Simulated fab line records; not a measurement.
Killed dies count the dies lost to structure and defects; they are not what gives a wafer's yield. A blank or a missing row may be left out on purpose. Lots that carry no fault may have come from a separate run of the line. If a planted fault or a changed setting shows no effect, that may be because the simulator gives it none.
The tool behind it: which one?	flow sky130	route of 708 steps, sampled at 1 step: 14 lots, 42 wafers

## WHAT THE GAUGES SHOWED, per wafer
SKY_CONTACT_THK_MEAS_26: measures by xrf. Usual: CONTACT_W_THK 340 nm, standard deviation 4.6.
lot	measured	on	CONTACT_W_THK (nm)	flag
L825	day 32 00:14	film_metro-04	339 339 338	
L826	day 32 06:36	film_metro-04	345 342 345	
L827	day 32 14:31	film_metro-02	337 343 334	
L829	day 33 00:46	film_metro-04	344 346 343	
L828	day 33 03:10	film_metro-03	339 343 349	
L831	day 33 11:23	film_metro-02	328 341 334	
L830	day 33 11:31	film_metro-04	343 347 347	
L832	day 34 00:26	film_metro-03	337 338 340	
L833	day 34 03:35	film_metro-04	348 337 343	
L834	day 34 13:34	film_metro-03	333 338 334	
L835	day 35 06:49	film_metro-02	342 340 340	
L837	day 35 18:32	film_metro-02	334 341 336	
L839	day 36 09:43	film_metro-02	342 345 342	
L841	day 37 00:47	film_metro-03	338 335 334	

## WHAT TOOL EACH LOT RAN ON (gives the tool, then ch and the chambers of the sampled wafers, and finally the start)
No process step before these readings appears in the record.

## WHAT THE TOOLS THEMSELVES READ (means of the sampled wafers that have a number; where no wafer has one, the mark that the record gives instead)
The record holds no such reading with a usual standard deviation.

## THE ANSWER, worked out from the rows above alone
Rule: a lot is off if the mean of its wafers that have a number lies more than 3 standard deviations from the usual mean. Also off: a lot with no number at a reading for which 4 or more lots have one. Where the step has rows for the other lots, those lots are counted as sound. Order of review: gauges by route order, followed by the tools' own readings, for which a lot's mean as printed above is used. The first step at which some lot is off is used, and at that step the reading that is off furthest; a lot without a number counts as furthest.
None of the lots is off at any reading shown; this tells nothing.

## WHAT WAS PUT IN BY THE SIMULATOR
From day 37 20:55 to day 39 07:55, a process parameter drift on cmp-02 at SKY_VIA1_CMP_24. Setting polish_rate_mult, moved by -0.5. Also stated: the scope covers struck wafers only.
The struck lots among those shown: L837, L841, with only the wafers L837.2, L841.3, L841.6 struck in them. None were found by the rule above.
